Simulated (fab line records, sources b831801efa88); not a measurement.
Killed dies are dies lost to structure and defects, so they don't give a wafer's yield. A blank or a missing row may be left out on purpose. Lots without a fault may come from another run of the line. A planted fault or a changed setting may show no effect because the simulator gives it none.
A struck lot beside a sound one | flow sky130 | 15 steps out of a route of 708
Sound: wafers L592.2, L592.4, L592.6. Struck: wafers L603.1, L603.4, L603.5. The cause comes at the end.
At each step with rows: each side's tool, then ch and its chambers, then its first start. Under that, the readings that differ: sound wafers | struck wafers | difference of the means | sigmas: that difference in standard deviations of wafers without a fault.
alike: readings whose means differ by less than 2 such deviations, and words and numbers that are the same on both sides. not compared: withheld readings, readings that some wafer has no value for, bounds like >300 that may hide the same value, and numbers for which the record gives no deviation and whose values overlap.
The two part at a step that has a row with sigmas, a row that says differs or no value, or rows on one side only. Numbers that don't overlap but have no deviation are shown without sigmas and don't part them. A reading that every wafer of one side lacks parts them only if that side has two wafers or more.

SKY_METAL2_SPUTTER_02: material AlCu, target thk 250 nm, time 13.3 s.
  sound on pvd_sputter-01, day 34 00:08; struck on pvd_sputter-03, day 37 13:33
  alike: throttle_valve_pct
SKY_METAL2_SPUTTER_03: material Ti, target thk 5 nm, time 3.3 s.
  sound on pvd_sputter-01, day 34 00:10; struck on pvd_sputter-03, day 37 13:34
  alike: throttle_valve_pct
SKY_METAL2_SPUTTER_04: material TiN, target thk 70 nm, time 58.3 s.
  sound on pvd_sputter-01, day 34 00:11; struck on pvd_sputter-03, day 37 13:35
  alike: throttle_valve_pct
SKY_METAL2_RS_MEAS_05: measures by four-point-probe.
  sound on film_metro-02, day 34 00:15; struck on film_metro-02, day 37 13:38
  alike: METAL2_ALCU_RS
SKY_METAL2_THK_MEAS_06: measures by xrf.
  sound on film_metro-02, day 34 00:22; struck on film_metro-02, day 37 13:46
  alike: METAL2_ALCU_THK
then, 7 steps without rows for these wafers: SKY_METAL2_DEHYDRATE_07 (time 60 s); SKY_METAL2_HMDS_08 (prime time 60 s); SKY_METAL2_COAT_09 (resist thk 60 nm); SKY_METAL2_COAT_10 (resist thk 450 nm); SKY_METAL2_SOFTBAKE_11 (time 90 s); SKY_METAL2_EXPOSE_12 (exposes mask MM2, target cd 140 nm); SKY_METAL2_PEB_13.
SKY_METAL2_DEVELOP_14: develop time 60 s.
  sound on litho_track-02 ch 0, day 35 02:00; struck on litho_track-02 ch 0, day 38 15:00
  reading              | sound             | struck            | difference | sigmas
  developer_temp_C (C) | 21.00 21.06 21.01 | 20.18 20.14 20.31 | -0.81      | -7
SKY_METAL2_CD_MEAS_15: target cd 140 nm.
  sound on cd_sem-01, day 35 02:51; struck on cd_sem-01, day 38 15:32
  reading    | sound             | struck            | difference | sigmas
  cd_nm (nm) | 142.6 142.3 142.1 | 137.8 137.4 137.1 | -4.9       | -3
-- the record jumps here: 10 days lie between the struck wafers' starts before and after (it left off in module METAL2 and takes up again in module PAD_OPEN, whose first step shown is number 708 of the route) --
SKY_PAD_OPEN_PROBE_99:
  sound on prober-02, day 45 16:41; struck on prober-02, day 48 13:51
  alike: defect_limited_yield, killed_at_M0_to_M3, killed_at_M4_up, killed_at_contacts, killed_at_front_end, killed_at_other, killed_dies, killed_open, killed_short, sort_bin_3_pad_short, sort_bin_5_function, sort_bin_6_memory, sort_n_pass, sort_yield_pct

WHERE THEY PART
First at SKY_METAL2_DEVELOP_14; last, within this record, at SKY_METAL2_CD_MEAS_15. Later steps at which nothing parts them and some readings are alike: SKY_PAD_OPEN_PROBE_99.

WHY: what the simulator had put in
Process parameter drift: litho_track-02, from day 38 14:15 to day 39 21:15, at SKY_METAL2_DEVELOP_14. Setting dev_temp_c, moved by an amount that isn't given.
